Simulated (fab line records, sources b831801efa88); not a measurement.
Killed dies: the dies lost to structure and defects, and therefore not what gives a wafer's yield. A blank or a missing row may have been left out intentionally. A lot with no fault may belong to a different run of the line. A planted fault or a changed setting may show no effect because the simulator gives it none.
Which of the tools did it?    flow gf180mcu    7 lots with 21 wafers sampled at 2 steps, on a route of 602 steps

WHAT EACH GAUGE READ, for each wafer
GF_MVSD_TW_MEAS_11.
lot   measured      on            MVSD_TW
L864  day 4 23:55   filmMetro-01  1500 1496 1503
L866  day 5 08:59   filmMetro-03  1611 1594 1598
L875  day 7 16:41   filmMetro-04  1582 1585 1591
L877  day 8 03:17   filmMetro-01  1552 1551 1568
L880  day 8 20:51   filmMetro-01  1549 1552 1548
L883  day 9 14:09   filmMetro-01  1566 1570 1568
L885  day 10 02:50  filmMetro-01  1573 1578 1575

WHICH TOOL RAN EACH LOT (tool, then ch and the chambers of the sampled wafers, then the start)
lot   GF_MVSD_IMPLANT_09
L864  implanter-03, day 4 23:43
L866  implanter-03 ch 0, day 5 08:44
L875  implanter-04 ch 0, day 7 16:26
L877  implanter-03 ch 0, day 8 03:02
L880  implanter-02 ch 0, day 8 20:36
L883  implanter-02 ch 0, day 9 13:55
L885  implanter-03 ch 0, day 10 02:37
- GF_MVSD_IMPLANT_09

THE ANSWER, worked out from the rows above alone
Rule: the lots themselves supply what counts as usual. Put in order of their means at a reading, lots are off if they are a third of the lots or fewer, leave a main group of 4 or more, and stand apart from it by a gap of 3 or more times the standard deviation of the main group's means; of several such gaps the widest counts. A main group whose means are all the same, to the digits that the tables above print for the reading, isn't used. Also off: a lot with no number at a reading for which 4 or more lots have one. The other lots that the step has rows for count as sound.
Across all readings shown, no lot is off: no conclusion can be drawn from this.

WHAT THE SIMULATOR HAD PUT IN
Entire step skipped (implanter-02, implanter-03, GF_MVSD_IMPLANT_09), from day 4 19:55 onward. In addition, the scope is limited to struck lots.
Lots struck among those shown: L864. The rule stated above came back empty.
